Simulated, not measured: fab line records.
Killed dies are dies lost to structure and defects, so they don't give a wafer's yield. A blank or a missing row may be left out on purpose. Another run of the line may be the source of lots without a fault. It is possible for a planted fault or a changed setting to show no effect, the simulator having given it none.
A lot that was struck, set against a sound lot | flow sky130 | 42 steps out of a route of 708
Sound: the wafers L260.1, L260.2, L260.6. Struck: wafer L273.4; the same lot's L273.3 was not struck, so it is left out; see the end for the cause.
Order at every step that has rows: each side's tool, ch and its chambers, its first start. Under that, the readings that differ: sound wafers | struck wafers | difference of the means | sigmas: that difference in standard deviations of wafers without a fault.
alike: same words and numbers on both sides, and readings whose means sit less than 2 such deviations apart. not compared: any withheld reading, any reading some wafer has no value for, any bound like >300 that may hide the same value, and any number with overlapping values for which the record gives no deviation.
A row with sigmas, a row that says differs or no value, or rows on one side alone: a step with any of these is where the two part. When numbers do not overlap yet have no deviation, they are printed without sigmas and do not part them. A reading that every wafer of one side lacks parts them only if that side has two wafers or more.

SKY_SD_P_CD_MEAS_07: the cd target is 380 nm.
  sound: cdSem-02 at day 25 11:14; struck: cdSem-02 at day 31 14:05
  alike: cdNm
SKY_SD_P_OVL_MEAS_08:
  sound: overlay-02 at day 25 11:22; struck: overlay-02 at day 31 14:10
  alike: SD_P_OVL
then, 1 step without rows for these wafers: SKY_SD_P_IMPLANT_09.
SKY_SD_P_STRIP_10: strips in O2/N2.
  sound on plasmaAsher-01 ch 0,1, day 25 11:33; struck on plasmaAsher-02 ch 0, day 31 14:23
  alike: chamberPressureMTorr, drypumpMotorCurrentA, oesProductAu, stripTimeToEndpointS
  not compared: rfHoursCounterH
SKY_SD_P_TW_MEAS_11:
  sound: filmMetro-02 at day 25 11:39; struck: filmMetro-01 at day 31 14:28
  alike: SD_P_TW
then, 7 steps without rows for these wafers: SKY_RES_XHIGH_DEHYDRATE_00 (time 60 s); SKY_RES_XHIGH_HMDS_01 (prime time 60 s); SKY_RES_XHIGH_COAT_02 (resist thk 1140 nm); SKY_RES_XHIGH_SOFTBAKE_03 (time 60 s); SKY_RES_XHIGH_EXPOSE_04 (exposes mask URPM, target cd 1270 nm); SKY_RES_XHIGH_PEB_05; SKY_RES_XHIGH_DEVELOP_06 (develop time 60 s).
SKY_RES_XHIGH_IMPLANT_07:
  sound on implanter-04 ch 0, day 26 16:35; struck on implanter-04 ch 0, day 32 17:38
SKY_RES_XHIGH_STRIP_08: strips in O2/N2.
  sound on plasmaAsher-02 ch 0,1, day 26 16:44; struck on plasmaAsher-03 ch 0, day 32 17:46
reading                  | sound          | struck | difference | sigmas
drypumpMotorCurrentA (A) | 6.09 5.96 6.07 | 5.23   | -0.81      | -3
  alike: chamberPressureMTorr, oesProductAu, stripTimeToEndpointS
  not compared: rfHoursCounterH
SKY_RES_XHIGH_TW_MEAS_09:
  sound: filmMetro-03 at day 26 16:50; struck: filmMetro-01 at day 32 17:52
  alike: RES_XHIGH_TW
then, 7 steps without rows for these wafers: SKY_SD_N_DEHYDRATE_00 (time 60 s); SKY_SD_N_HMDS_01 (prime time 60 s); SKY_SD_N_COAT_02 (resist thk 1140 nm); SKY_SD_N_SOFTBAKE_03 (time 60 s); SKY_SD_N_EXPOSE_04 (exposes mask NSDM, target cd 380 nm); SKY_SD_N_PEB_05; SKY_SD_N_DEVELOP_06 (develop time 60 s).
SKY_SD_N_CD_MEAS_07: the cd target is 380 nm.
  sound: cdSem-01 at day 27 21:16; struck: cdSem-01 at day 33 20:28
reading   | sound             | struck | difference | sigmas
cdNm (nm) | 384.2 385.2 384.0 | 379.0  | -5.5       | -2
SKY_SD_N_OVL_MEAS_08:
  sound: overlay-02 at day 27 21:23; struck: overlay-02 at day 33 20:34
  alike: SD_N_OVL
then, 2 steps without rows for these wafers: SKY_SD_N_IMPLANT_09; SKY_SD_N_IMPLANT_10.
SKY_SD_N_STRIP_11: strips in O2/N2.
  sound on plasmaAsher-04 ch 0,1, day 27 21:44; struck on plasmaAsher-03 ch 0, day 33 20:55
reading             | sound             | struck | difference | sigmas
oesProductAu (a.u.) | 0.528 0.515 0.525 | 0.533  | +0.010     | +2
  alike: chamberPressureMTorr, drypumpMotorCurrentA, stripTimeToEndpointS
  not compared: rfHoursCounterH
SKY_SD_N_TW_MEAS_12:
  sound: filmMetro-01 at day 27 21:50; struck: filmMetro-01 at day 33 21:01
  alike: SD_N_TW
then, 1 step without rows for these wafers: SKY_SD_N_CLEAN_13 (cleans in SC1/SC2, time 150 s).
SKY_SD_N_RTA_14: time 2 s.
  sound on rtpAnneal-01 ch 0, day 27 21:56; struck on rtpAnneal-01 ch 0, day 33 21:10
  alike: lampPowerPct, wafer_temp_C_max
SKY_SD_N_RS_MEAS_16: uses a four-point probe to measure.
  sound: filmMetro-02 at day 27 22:07; struck: filmMetro-03 at day 33 21:22
  alike: SD_N_RS
SKY_SD_N_RS_MEAS_17: uses a four-point probe to measure.
  sound: filmMetro-02 at day 27 22:14; struck: filmMetro-03 at day 33 21:29
  alike: SD_P_RS
SKY_SD_N_RS_MEAS_18: uses a four-point probe to measure.
  sound: filmMetro-02 at day 27 22:21; struck: filmMetro-03 at day 33 21:36
  alike: RES_XHIGH_RS
then, 2 steps without rows for these wafers: SKY_SALICIDE_CLEAN_00 (cleans in HF-last, time 30 s); SKY_LI_CONTACT_HDPCVD_00 (deposits PSG, target thk 930 nm, time 155 s).
SKY_LI_CONTACT_THK_MEAS_01:
  sound: filmMetro-03 at day 27 22:35; struck: filmMetro-02 at day 33 21:49
  alike: LI_CONTACT_HDPCVD_THK
SKY_LI_CONTACT_CMP_02: polishes PSG.
  sound on cmp-01 ch 2,3, day 27 22:42; struck on cmp-02 ch 3, day 33 21:52
  alike: motorCurrentA, timeToEndpointS
SKY_LI_CONTACT_BOW_MEAS_03:
  sound: filmMetro-02 at day 27 22:57; struck: filmMetro-01 at day 33 22:12
reading             | sound    | struck | difference | sigmas
LI_CONTACT_BOW (um) | 52 62 48 | 74     | +20        | +3
then, 3 steps without rows for these wafers: SKY_LI_CONTACT_DEHYDRATE_04 (time 60 s); SKY_LI_CONTACT_HMDS_05 (prime time 60 s); SKY_LI_CONTACT_COAT_06 (resist thk 60 nm).
-- record jumps: 16 days separate the struck wafers' starts on either side; left off in module LI_CONTACT, taken up again in module PAD_OPEN, whose first shown step is the route's number 708 --
SKY_PAD_OPEN_PROBE_99:
  sound: prober-02 at day 45 20:27; struck: prober-02 at day 50 00:32
reading                             | sound            | struck | difference | sigmas
model.etest.resXhighPo.rsOhmSqRange | 120.3 106.8 98.3 | 217.1  | +108.6     | 
  alike: killed_at_M0_to_M3, killed_at_M4_up, killedAtContacts, killedAtFrontEnd, killedAtOther, killedDies, killedOpen, killedShort

WHERE THEY PART
Last at SKY_LI_CONTACT_BOW_MEAS_03 as far as this record goes, first at SKY_RES_XHIGH_STRIP_08. Later steps at which nothing parts them and some readings are alike: SKY_PAD_OPEN_PROBE_99.

WHY: what had been put in by the simulator
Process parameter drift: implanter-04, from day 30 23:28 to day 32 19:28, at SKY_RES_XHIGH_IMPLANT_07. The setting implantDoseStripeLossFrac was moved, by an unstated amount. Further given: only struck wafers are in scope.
